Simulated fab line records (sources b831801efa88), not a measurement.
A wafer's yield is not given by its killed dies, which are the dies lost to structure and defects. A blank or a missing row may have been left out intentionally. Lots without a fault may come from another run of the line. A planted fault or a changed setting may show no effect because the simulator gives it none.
fab line records + flow sky130 + part 2 of 2: steps 31 to 42 of 42
record:
- lots: 5
- wafers: 15
- last-day: 49
route steps=708 shown METAL5@663 PASSIVATION@681 PAD_OPEN@694
lots with no fault: from the same line, run without faults
start-h: hours from the record's first day to the start of the lot's first wafer shown + wait-h: hours since the lot's step before + " the same as in the row above + L1.1+2: a row that stands for several wafers + - value missing, or start not given + * or withheld: withheld + < > ~ a bound
route shown NAME@n: NAME is a module with steps in the file, n the number in the route of the first one + usual: average and standard deviation across the fault-free wafers + same: alike in all rows + chamber/n: place in a boat + sites: each site's reading + _std_site: the standard deviation of these + _edge_site: outer sites' mean less inner sites' + radius-mm: for every site, how far away it sits from the centre of the wafer + mask NAME#n: copy n + behind: the tool/chamber that last shaped the wafer + hold: cause of the lot's hold/its duration in hours/its outcome + device: the n, p or np transistor that did not switch + end of line: the same wafers' tests at the end of the route + a step without rows: its recipe alone + killed: count of dies lost to structure and defects at first sort (not the wafer's yield) + map: shows each die of a wafer: x if killed, . if not, _ if none is there
set.NAME: the setting as run; set.NAME@STEP: as run at that earlier step + model.NAME: the simulator's own value behind a step, which no gauge read
certain route steps with their lots: each step a table, each wafer a row
services: the hour from which a tool's chamber was out of use, counted from the record's first day as start-h (under 0 if before that day), plus the number of hours and why
== steps ==
step: SKY_PASSIVATION_STRIP_12
recipe:
- chemistry: O2/N2
- power-w: 1400
- pressure-mtorr: 1500
- platen-temp-c: withheld
- overash-fraction: 0.7
- o2-flow-sccm: 3000
- n2-flow-sccm: 300
usual:
- drypump-motor-current-A: 5.3/0.42
- oes-product-au: 0.660/0.0047
- strip-time-to-endpoint-s: 31.46/0.09
| lot.wafer | tool            | chamber | start-h | wait-h | drypump-motor-current-A | oes-product-au | rf-hours-counter-h | strip-time-to-endpoint-s |
|-----------|-----------------|---------|---------|--------|-------------------------|----------------|--------------------|--------------------------|
| L081.3    | plasma-asher-03 | 0       | 1099.13 | 0.1    | 6.2                     | 0.659          | -                  | 31.64                    |
| L081.5    | "               | 0       | "       | "      | 6.1                     | 0.652          | -                  | 31.55                    |
| L081.6    | "               | 1       | "       | "      | 5.0                     | 0.659          | -                  | 31.51                    |
| L082.3    | plasma-asher-04 | 0       | 1100.02 | 0.1    | 5.4                     | 0.656          | -                  | 31.44                    |
| L082.5    | "               | 1       | "       | "      | 5.3                     | 0.662          | -                  | 31.57                    |
| L082.6    | "               | 0       | "       | "      | 5.4                     | 0.659          | -                  | 31.59                    |
| L084.2    | plasma-asher-04 | 1       | 1110.69 | 0.1    | 5.3                     | 0.666          | 68                 | 31.34                    |
| L084.4    | "               | 0       | "       | "      | 5.4                     | 0.653          | -                  | 31.39                    |
| L084.6    | "               | 1       | "       | "      | 5.3                     | 0.663          | -                  | 31.35                    |
| L086.1    | plasma-asher-04 | 1       | 1129.33 | 0.1    | 5.3                     | 0.654          | 70                 | 31.52                    |
| L086.4    | "               | 1       | "       | "      | 5.3                     | 0.662          | -                  | 31.39                    |
| L086.5    | "               | 1       | "       | "      | 5.3                     | 0.660          | -                  | 31.38                    |
| L092.1    | plasma-asher-04 | 0       | 1154.86 | 0.1    | 5.4                     | 0.656          | 72                 | 31.46                    |
| L092.3    | "               | 1       | "       | "      | 5.3                     | 0.659          | -                  | 31.53                    |
| L092.5    | "               | 0       | "       | "      | 5.4                     | 0.667          | -                  | 31.43                    |
step: SKY_PAD_OPEN_DEHYDRATE_00
recipe:
- temp-c: 200
- time-s: 60
| lot.wafer  | tool           | chamber | start-h | wait-h |
|------------|----------------|---------|---------|--------|
| L081.3+5+6 | litho-track-02 | 0       | 1108.54 | 9.4    |
| L082.3+5+6 | litho-track-04 | 0       | 1109.38 | 9.3    |
| L084.2+4+6 | litho-track-04 | 0       | 1120.35 | 9.6    |
| L086.1+4+5 | litho-track-01 | 0       | 1138.19 | 8.8    |
| L092.1+3+5 | litho-track-01 | 0       | 1162.34 | 7.4    |
step: SKY_PAD_OPEN_HMDS_01
recipe:
- prime-time-s: 60
- prime-temp-c: 120
same:
- prime-time-s: 60
| lot.wafer  | tool           | chamber | start-h | wait-h |
|------------|----------------|---------|---------|--------|
| L081.3+5+6 | litho-track-02 | 0       | 1108.69 | 0.1    |
| L082.3+5+6 | litho-track-04 | 0       | 1109.53 | 0.1    |
| L084.2+4+6 | litho-track-04 | 0       | 1120.50 | 0.1    |
| L086.1+4+5 | litho-track-01 | 0       | 1138.34 | 0.1    |
| L092.1+3+5 | litho-track-01 | 0       | 1162.49 | 0.1    |
step: SKY_PAD_OPEN_COAT_02
recipe:
- spin-rpm: 2000
- resist-thk-nm: 3000
| lot.wafer  | tool           | chamber | start-h | wait-h |
|------------|----------------|---------|---------|--------|
| L081.3+5+6 | litho-track-02 | 0       | 1108.84 | 0.1    |
| L082.3+5+6 | litho-track-04 | 0       | 1109.68 | 0.1    |
| L084.2+4+6 | litho-track-04 | 0       | 1120.65 | 0.1    |
| L086.1+4+5 | litho-track-01 | 0       | 1138.49 | 0.1    |
| L092.1+3+5 | litho-track-01 | 0       | 1162.64 | 0.1    |
step: SKY_PAD_OPEN_SOFTBAKE_03
recipe:
- temp-c: 110
- time-s: withheld
| lot.wafer  | tool           | chamber | start-h | wait-h |
|------------|----------------|---------|---------|--------|
| L081.3+5+6 | litho-track-02 | 0       | 1109.00 | 0.1    |
| L082.3+5+6 | litho-track-04 | 0       | 1109.85 | 0.1    |
| L084.2+4+6 | litho-track-04 | 0       | 1120.81 | 0.1    |
| L086.1+4+5 | litho-track-01 | 0       | 1138.64 | 0.1    |
| L092.1+3+5 | litho-track-01 | 0       | 1162.79 | 0.1    |
step: SKY_PAD_OPEN_EXPOSE_04
recipe:
- mask-id: PDM
- target-cd-nm: 60000
- na: 0.57
- dose-mj: 260
| lot.wafer  | tool             | chamber | start-h | wait-h | mask  |
|------------|------------------|---------|---------|--------|-------|
| L081.3+5+6 | iline-stepper-01 | 0       | -       | -      | PDM#0 |
| L082.3+5+6 | iline-stepper-01 | 0       | -       | -      | PDM#0 |
| L084.2+4+6 | iline-stepper-02 | 0       | -       | -      | PDM#0 |
| L086.1+4+5 | iline-stepper-02 | 0       | -       | -      | PDM#0 |
| L092.1+3+5 | iline-stepper-02 | 0       | -       | -      | PDM#0 |
step: SKY_PAD_OPEN_PEB_05
recipe:
- temp-c: 115
- time-s: withheld
| lot.wafer  | tool           | chamber | start-h | wait-h |
|------------|----------------|---------|---------|--------|
| L081.3+5+6 | litho-track-02 | 0       | -       | -      |
| L082.3+5+6 | litho-track-02 | 0       | -       | -      |
| L084.2+4+6 | litho-track-01 | 0       | -       | -      |
| L086.1+4+5 | litho-track-02 | 0       | -       | -      |
| L092.1+3+5 | litho-track-01 | 0       | -       | -      |
step: SKY_PAD_OPEN_DEVELOP_06
recipe:
- develop-time-s: 60
- dev-temp-c: 23
| lot.wafer  | tool           | chamber | start-h | wait-h |
|------------|----------------|---------|---------|--------|
| L081.3+5+6 | litho-track-02 | 0       | -       | -      |
| L082.3+5+6 | litho-track-02 | 0       | -       | -      |
| L084.2+4+6 | litho-track-01 | 0       | -       | -      |
| L086.1+4+5 | litho-track-02 | 0       | -       | -      |
| L092.1+3+5 | litho-track-01 | 0       | -       | -      |
step: SKY_PAD_OPEN_ETCH_07
recipe:
- chemistry: CF4/O2
- target-depth-nm: 725
- stop-on: AlCu
- source-w: 800
- bias-w: 150
- pressure-mtorr: 150
- cf4-flow-sccm: 80
- O2_flow_sccm: 10
- time-s: 161.1
usual:
- bias-w: 150.0/0.46
- drypump-motor-current-A: 5.8/0.51
- oes-product-au: 0.978/0.007
- throttle-valve-pct: 5.965/0.0088
| lot.wafer | tool        | chamber | start-h | wait-h | bias-w | drypump-motor-current-A | oes-product-au | rf-hours-counter-h | throttle-valve-pct |
|-----------|-------------|---------|---------|--------|--------|-------------------------|----------------|--------------------|--------------------|
| L081.3    | rie-diel-03 | 1       | 1118.69 | -      | 149.5  | 6.2                     | 0.968          | 17                 | 5.966              |
| L081.5    | "           | 3       | "       | "      | 150.0  | 5.9                     | 0.976          | -                  | 5.971              |
| L081.6    | "           | 0       | "       | "      | 149.9  | 5.3                     | 0.976          | -                  | 5.970              |
| L082.3    | rie-diel-04 | 3       | 1119.84 | -      | 150.2  | 4.7                     | 0.976          | 19                 | 5.966              |
| L082.5    | "           | 1       | "       | "      | 150.1  | 6.4                     | 0.971          | -                  | 5.960              |
| L082.6    | "           | 0       | "       | "      | 149.8  | 5.7                     | 0.984          | -                  | 5.970              |
| L084.2    | rie-diel-03 | 2       | 1130.19 | -      | 149.3  | 6.4                     | 0.979          | 22                 | 5.965              |
| L084.4    | "           | 1       | "       | "      | 150.5  | 6.2                     | 0.982          | 17                 | 5.959              |
| L084.6    | "           | 1       | "       | "      | 150.2  | 6.2                     | 0.976          | -                  | 5.959              |
| L086.1    | rie-diel-04 | 0       | 1147.99 | -      | 150.7  | 5.7                     | 0.977          | 15                 | 5.970              |
| L086.4    | "           | 2       | "       | "      | 150.0  | 6.3                     | 0.985          | 23                 | 5.956              |
| L086.5    | "           | 2       | "       | "      | 150.0  | 6.3                     | 0.982          | -                  | 5.966              |
| L092.1    | rie-diel-03 | 0       | 1171.64 | -      | 150.4  | 5.3                     | 0.972          | 4                  | 5.961              |
| L092.3    | "           | 3       | "       | "      | 149.4  | 6.0                     | 0.968          | 18                 | 5.964              |
| L092.5    | "           | 0       | "       | "      | 149.9  | 5.3                     | 0.977          | -                  | 5.964              |
step: SKY_PAD_OPEN_STRIP_08
recipe:
- chemistry: O2/N2
- power-w: 1400
- pressure-mtorr: 1500
- platen-temp-c: withheld
- overash-fraction: 0.7
- o2-flow-sccm: 3000
- n2-flow-sccm: 300
usual:
- drypump-motor-current-A: 5.2/0.43
- oes-product-au: 0.663/0.0043
- strip-time-to-endpoint-s: 37.06/0.11
| lot.wafer | tool            | chamber | start-h | wait-h | drypump-motor-current-A | oes-product-au | rf-hours-counter-h | strip-time-to-endpoint-s |
|-----------|-----------------|---------|---------|--------|-------------------------|----------------|--------------------|--------------------------|
| L081.3    | plasma-asher-02 | 1       | 1118.83 | 0.1    | 4.9                     | 0.665          | -                  | 36.98                    |
| L081.5    | "               | 1       | "       | "      | 4.8                     | 0.670          | -                  | 36.92                    |
| L081.6    | "               | 0       | "       | "      | 4.8                     | 0.658          | -                  | 37.13                    |
| L082.3    | plasma-asher-02 | 0       | 1119.98 | 0.1    | 4.8                     | 0.655          | -                  | 36.97                    |
| L082.5    | "               | 0       | "       | "      | 4.8                     | 0.660          | -                  | 36.99                    |
| L082.6    | "               | 1       | "       | "      | 4.8                     | 0.663          | -                  | 37.06                    |
| L084.2    | plasma-asher-04 | 1       | 1130.30 | 0.1    | 5.3                     | 0.656          | 70                 | 37.10                    |
| L084.4    | "               | 0       | "       | "      | 5.4                     | 0.657          | -                  | 37.12                    |
| L084.6    | "               | 0       | "       | "      | 5.4                     | 0.666          | -                  | 37.05                    |
| L086.1    | plasma-asher-02 | 0       | 1148.09 | 0.1    | 4.8                     | 0.662          | 7                  | 37.05                    |
| L086.4    | "               | 0       | "       | "      | 4.8                     | 0.658          | -                  | 37.13                    |
| L086.5    | "               | 0       | "       | "      | 4.8                     | 0.664          | -                  | 37.10                    |
| L092.1    | plasma-asher-02 | 1       | 1171.75 | 0.1    | 4.8                     | 0.663          | 9                  | 36.99                    |
| L092.3    | "               | 1       | "       | "      | 4.8                     | 0.657          | -                  | 36.96                    |
| L092.5    | "               | 0       | "       | "      | 4.8                     | 0.669          | -                  | 37.00                    |
step: SKY_PAD_OPEN_STRIP_09
recipe:
- chemistry: post-etch-residue-remover
- time-s: 1200
- temp-c: 72.5
| lot.wafer  | tool         | chamber | start-h | wait-h |
|------------|--------------|---------|---------|--------|
| L081.3+5+6 | wet-bench-04 | 3       | 1118.89 | 0.0    |
| L082.3+5+6 | wet-bench-01 | 0       | 1120.04 | 0.0    |
| L084.2+4+6 | wet-bench-01 | 0       | 1130.40 | 0.1    |
| L086.1+4+5 | wet-bench-02 | 1       | 1148.25 | 0.1    |
| L092.1+3+5 | wet-bench-02 | 3       | 1171.85 | 0.1    |
step: SKY_PAD_OPEN_CLEAN_10
recipe:
- chemistry: IPA
- time-s: 180
- temp-c: 25
| lot.wafer  | tool         | chamber | start-h | wait-h |
|------------|--------------|---------|---------|--------|
| L081.3+5+6 | wet-bench-01 | 1       | 1119.27 | 0.0    |
| L082.3+5+6 | wet-bench-02 | 0       | 1120.39 | 0.0    |
| L084.2+4+6 | wet-bench-04 | 2       | 1130.74 | 0.0    |
| L086.1+4+5 | wet-bench-01 | 0       | 1148.59 | 0.0    |
| L092.1+3+5 | wet-bench-02 | 2       | 1172.19 | 0.0    |
== services ==
| tool             | chamber | start-h | hours | kind   |
|------------------|---------|---------|-------|--------|
| pvd-sputter-02   | -       | 1034.39 | 1.2   | repair |
| plasma-asher-03  | -       | 1035.68 | 1.2   | repair |
| iline-stepper-01 | -       | 1041.48 | 1.7   | pm     |
| plasma-asher-02  | -       | 1046.27 | 2.1   | repair |
| rie-diel-03      | 2       | 1046.63 | 14.8  | repair |
| plasma-asher-02  | -       | 1055.25 | 9.0   | pm     |
| pvd-sputter-01   | -       | 1058.84 | 2.3   | repair |
| rie-diel-01      | 3       | 1061.93 | 2.2   | repair |
| plasma-asher-02  | -       | 1066.98 | 0.9   | repair |
| pecvd-01         | 0       | 1069.41 | 18.0  | repair |
| pvd-sputter-02   | -       | 1071.07 | 4.1   | repair |
| iline-stepper-02 | -       | 1073.95 | 1.7   | pm     |
| plasma-asher-02  | -       | 1075.65 | 1.0   | repair |
| iline-stepper-01 | -       | 1085.84 | 2.1   | pm     |
| rie-metal-01     | 0       | 1092.61 | 2.4   | repair |
| rie-metal-04     | -       | 1108.94 | 0.1   | repair |
| pecvd-04         | -       | 1127.66 | 2.8   | pm     |
| iline-stepper-02 | -       | 1128.45 | 7.9   | repair |
| plasma-asher-02  | -       | 1140.80 | 5.9   | repair |
| pecvd-04         | -       | 1147.66 | 14.6  | pm     |
| iline-stepper-02 | -       | 1149.94 | 2.1   | pm     |
| pvd-sputter-02   | -       | 1150.53 | 2.6   | repair |
| rie-diel-04      | -       | 1151.72 | 0.5   | repair |
| plasma-asher-02  | -       | 1160.90 | 3.6   | repair |
